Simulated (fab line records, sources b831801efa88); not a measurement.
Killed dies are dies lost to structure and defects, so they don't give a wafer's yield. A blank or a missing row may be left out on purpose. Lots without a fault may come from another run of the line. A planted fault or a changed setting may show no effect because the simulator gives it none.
fab line records | flow sky130
record lots=6 wafers=18 last_day=50
route steps=708 shown METAL2@491
lots that met no fault: from a run of the same line without faults
start_h: hours from the record's first day to the start of the lot's first wafer shown | wait_h: hours since the lot's step before | " the same as in the row above | L1.1+2: a row that stands for several wafers | - no value, or no start given | * or withheld: withheld | < > ~ a bound
route shown NAME@n: a module of which the file shows steps, and the number in the route of the first | usual: mean/standard deviation of fault-free wafers | same: alike in all rows | chamber/n: place in a boat | sites: the reading at each site | _std_site: their standard deviation | _edge_site: outer sites' mean less inner sites' | radius_mm: how far each site lies from the wafer's centre | mask NAME#n: copy n | behind: the tool/chamber that last shaped the wafer | hold: why the lot was held/for how many hours/how that ended | device: the transistor (n, p or np) that didn't switch | end of line: the same wafers' tests at the end of the route | a step without rows: its recipe alone | killed: dies lost to structure and defects at the first sort, not the wafer's yield | map: a wafer's dies, x killed, . not, _ none there
set.NAME: the setting as run; set.NAME@STEP: as run at that earlier step | model.NAME: the simulator's own value behind a step, which no gauge read
lots at some steps of the route; a table a step, a row a wafer
services: from which hour (start_h, from the record's first day; less than 0 if before it) a tool's chamber was out of use, for how many hours, and why
## steps
# step SKY_METAL2_HMDS_08
# recipe prime_time_s=60 prime_temp_c=120
# step SKY_METAL2_COAT_09
# recipe resist=BARC temp_c=withheld time_s=withheld spin_rpm=3000 resist_thk_nm=60
# step SKY_METAL2_COAT_10
# recipe resist=KrF-thick spin_rpm=3000 resist_thk_nm=450
# step SKY_METAL2_SOFTBAKE_11
# recipe temp_c=100 time_s=90 resist=KrF-thick
# step SKY_METAL2_EXPOSE_12
# recipe mask_id=MM2 na=0.8 source_shape=annular sigma_inner=0.55 sigma_outer=0.85 target_cd_nm=140 dose_mj=28
# step SKY_METAL2_PEB_13
# recipe peb_temp_c=withheld peb_time_s=withheld resist=KrF-thick
# step SKY_METAL2_DEVELOP_14
# recipe develop_time_s=60 resist=KrF-thick dev_temp_c=21
# step SKY_METAL2_CD_MEAS_15
# recipe target_cd_nm=140
# usual cd_nm=140.0/1.8
# columns lot.wafer tool chamber start_h wait_h cd_nm
L975.1 cd_sem-02 - 894.49 - 140.2
L975.4 " - " " 141.0
L975.5 " - " " 140.7
L977.1 cd_sem-02 - 934.80 - 141.7
L977.2 " - " " 142.0
L977.6 " - " " 141.1
L984.1 cd_sem-01 - 959.59 - 139.5
L984.2 " - " " 140.8
L984.6 " - " " 138.6
L985.2 cd_sem-02 - 960.34 - 141.2
L985.3 " - " " 139.5
L985.4 " - " " 139.0
L987.2 cd_sem-02 - 972.42 - 138.0
L987.3 " - " " 137.5
L987.5 " - " " 137.3
L988.1 cd_sem-01 - 983.69 - 139.5
L988.3 " - " " 138.9
L988.6 " - " " 140.4
# step SKY_METAL2_OVL_MEAS_16
# usual METAL2_OVL=0/3.6
# columns lot.wafer tool chamber start_h wait_h METAL2_OVL[nm]
L975.1 overlay-02 - 894.61 0.1 6
L975.4 " - " " 0
L975.5 " - " " 5
L977.1 overlay-01 - 934.92 0.1 4
L977.2 " - " " -3
L977.6 " - " " -2
L984.1 overlay-02 - 959.71 0.1 8
L984.2 " - " " 3
L984.6 " - " " 4
L985.2 overlay-01 - 960.44 0.1 1
L985.3 " - " " 4
L985.4 " - " " 3
L987.2 overlay-01 - 972.52 0.1 4
L987.3 " - " " 1
L987.5 " - " " -3
L988.1 overlay-02 - 983.81 0.1 -5
L988.3 " - " " -6
L988.6 " - " " -2
# step SKY_METAL2_DESCUM_17
# recipe chemistry=O2 source_power_w=150 bias_power_w=0 pressure_mtorr=10 temp_c=40 time_s=8
# usual drypump_motor_current_A=5.4/0.36 oes_product_au=1.000/0.0094
# columns lot.wafer tool chamber start_h wait_h drypump_motor_current_A oes_product_au rf_hours_counter_h
L975.1 rie_metal-02 1 894.65 0.0 5.8 1.014 8
L975.4 " 1 " " 5.8 1.003 -
L975.5 " 1 " " 5.8 1.005 -
L977.1 rie_metal-03 1 934.95 0.0 5.1 1.011 6
L977.2 " 1 " " 5.1 1.005 -
L977.6 " 1 " " 5.2 1.009 -
L984.1 rie_metal-03 1 959.75 0.0 5.1 1.004 9
L984.2 " 0 " " 5.4 1.014 0
L984.6 " 1 " " 5.1 1.004 -
L985.2 rie_metal-01 0 960.47 0.0 5.8 1.018 14
L985.3 " 0 " " 5.8 1.011 -
L985.4 " 1 " " 5.8 0.999 -
L987.2 rie_metal-01 1 972.55 0.0 5.8 0.997 12
L987.3 " 0 " " 5.8 1.007 -
L987.5 " 0 " " 5.8 1.019 -
L988.1 rie_metal-02 1 983.85 0.0 5.8 1.010 11
L988.3 " 1 " " 5.8 1.014 -
L988.6 " 0 " " 5.0 0.994 -
# step SKY_METAL2_ETCH_18
# recipe chemistry=N2/H2 target=BARC ion_energy_ev=200 bias_w=100 pressure_mtorr=30 n2_flow_sccm=100 h2_flow_sccm=200 icp_w=500 stop_on=SiO2 time_s=45.9 target_depth_a=600
# usual drypump_motor_current_A=5.5/0.36 oes_product_au=0.855/0.0051 throttle_valve_pct=13.225/0.0096
# columns lot.wafer tool chamber start_h wait_h drypump_motor_current_A oes_product_au rf_hours_counter_h throttle_valve_pct
L975.1 rie_metal-02 1 894.68 0.0 5.8 0.857 8 13.215
L975.4 " 1 " " 5.8 0.857 - 13.220
L975.5 " 1 " " 5.8 0.856 - 13.217
L977.1 rie_metal-03 1 935.02 0.1 5.1 0.854 6 13.222
L977.2 " 1 " " 5.1 0.851 - 13.230
L977.6 " 1 " " 5.1 0.852 - 13.212
L984.1 rie_metal-03 1 959.78 0.0 5.1 0.853 9 13.225
L984.2 " 0 " " 5.5 0.853 0 13.239
L984.6 " 1 " " 5.2 0.853 - 13.206
L985.2 rie_metal-01 0 960.51 0.0 5.8 0.854 14 13.220
L985.3 " 0 " " 5.8 0.852 - 13.237
L985.4 " 1 " " 5.8 0.848 - 13.255
L987.2 rie_metal-01 1 972.59 0.0 5.8 0.851 12 13.223
L987.3 " 0 " " 5.8 0.853 - 13.224
L987.5 " 0 " " 5.8 0.852 - 13.228
L988.1 rie_metal-02 1 983.88 0.0 5.8 0.854 11 13.233
L988.3 " 1 " " 5.8 0.851 - 13.230
L988.6 " 0 " " 5.0 0.854 - 13.218
# step SKY_METAL2_METAL_ETCH_19
# recipe target_depth_a=3600 stop_on=SiO2 over_etch_frac=0.3 time_s=78 chemistry=Cl2/BCl3 resist_sidewall_deg=88 pressure_mtorr=10 icp_w=900 bias_w=48.5 Cl2_flow_sccm=60 bcl3_flow_sccm=30
# usual drypump_motor_current_A=5.4/0.36 oes_product_au=0.855/0.0061 throttle_valve_pct=22.265/0.0094
# columns lot.wafer tool chamber start_h wait_h drypump_motor_current_A oes_product_au rf_hours_counter_h throttle_valve_pct
L975.1 rie_metal-02 1 894.74 0.0 5.8 0.853 8 22.264
L975.4 " 1 " " 5.8 0.844 - 22.272
L975.5 " 1 " " 5.8 0.848 - 22.268
L977.1 rie_metal-03 1 935.14 0.1 5.1 0.851 6 22.274
L977.2 " 1 " " 5.2 0.862 - 22.259
L977.6 " 1 " " 5.1 0.856 - 22.270
L984.1 rie_metal-03 1 959.84 0.0 5.1 0.867 9 22.280
L984.2 " 0 " " 5.5 0.859 0 22.253
L984.6 " 1 " " 5.1 0.860 - 22.268
L985.2 rie_metal-01 0 960.57 0.0 5.8 0.858 14 22.249
L985.3 " 0 " " 5.8 0.858 - 22.281
L985.4 " 1 " " 5.8 0.849 - 22.265
L987.2 rie_metal-01 1 972.65 0.0 5.8 0.867 12 22.271
L987.3 " 0 " " 5.8 0.858 - 22.270
L987.5 " 0 " " 5.8 0.863 - 22.270
L988.1 rie_metal-02 1 983.94 0.0 5.8 0.859 11 22.270
L988.3 " 1 " " 5.8 0.864 - 22.271
L988.6 " 0 " " 5.0 0.849 - 22.269
# step SKY_METAL2_STRIP_20
# recipe chemistry=O2/N2 power_w=1400 pressure_mtorr=1500 platen_temp_c=withheld o2_flow_sccm=3000 n2_flow_sccm=300 overash_fraction=0.5
# usual chamber_pressure_mTorr=1500.0/1.4 drypump_motor_current_A=5.79/0.17 oes_product_au=0.343/0.0046 strip_time_to_endpoint_s=2.69/0.043
# columns lot.wafer tool chamber start_h wait_h chamber_pressure_mTorr drypump_motor_current_A oes_product_au rf_hours_counter_h strip_time_to_endpoint_s model.KrF-thick_of_METAL2_COAT_10.thk_nm
L975.1 plasma_asher-01 1 894.83 0.1 1499.6 5.98 0.343 46 2.72 0
L975.4 " 0 " " 1499.0 5.96 0.339 - 2.69 0
L975.5 " 1 " " 1501.8 5.96 0.346 - 2.70 0
L977.1 plasma_asher-01 0 935.32 0.1 1499.9 5.93 0.343 50 2.69 0
L977.2 " 1 " " 1499.8 5.97 0.343 50 2.68 0
L977.6 " 1 " " 1500.9 5.98 0.339 - 2.66 0
L984.1 plasma_asher-01 1 959.93 0.1 - - - - - 160.8
L984.2 " 0 " " - - - - - 153.6
L984.6 " 0 " " - - - - - 160.9
L985.2 plasma_asher-01 1 960.66 0.1 - - - - - 152.1
L985.3 " 0 " " - - - - - 151.2
L985.4 " 1 " " - - - - - 162.1
L987.2 plasma_asher-02 0 972.74 0.1 1500.1 5.76 0.348 22 2.68 0
L987.3 " 0 " " 1500.1 5.78 0.338 - 2.62 0
L987.5 " 0 " " 1498.2 5.76 0.342 - 2.61 0
L988.1 plasma_asher-02 1 984.03 0.1 1499.4 5.51 0.338 23 2.61 0
L988.3 " 1 " " 1497.3 5.50 0.339 - 2.60 0
L988.6 " 0 " " 1499.1 5.80 0.339 - 2.72 0
# step SKY_METAL2_STRIP_21
# recipe chemistry=post_etch_residue_remover time_s=1200 temp_c=72.5
## services
# columns tool chamber start_h hours kind
rie_metal-02 - 887.28 1.4 pm
rie_metal-01 - 902.09 14.6 pm
rie_metal-03 0 930.86 - clean
rie_metal-03 0 930.86 15.0 scheduled_down
rie_metal-03 0 930.86 15.0 vent_cycle
plasma_asher-01 - 952.64 4.1 repair
plasma_asher-02 - 955.45 14.6 pm
## key
first_sign step=SKY_METAL2_STRIP_20 reading=tool_record direction=missing
effect none on later readings
model_effect step=SKY_METAL2_STRIP_20 value=KrF-thick_of_METAL2_COAT_10.thk_nm without=0 struck=156.8
met_at SKY_METAL2_STRIP_20
struck_wafers L984.1,L984.2,L984.6,L985.2,L985.3,L985.4
later_rows_left_out L984.1,L984.2,L984.6,L985.2,L985.3,L985.4
sort_left_out L984.1,L984.2,L984.6,L985.2,L985.3,L985.4
onset_between 935.32 959.93
fault kind=skipped_step_whole tool=plasma_asher-01 chamber=- onset_h=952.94 steps=SKY_METAL2_STRIP_20 scope=struck_lots_only
# sort_left_out: the simulated sort isn't trusted on such a fault, so these wafers' sort isn't shown, and their yield isn't known
# later_rows_left_out: the simulator's readings of these wafers behind a module that went badly wrong aren't trusted and aren't shown, but for the sort
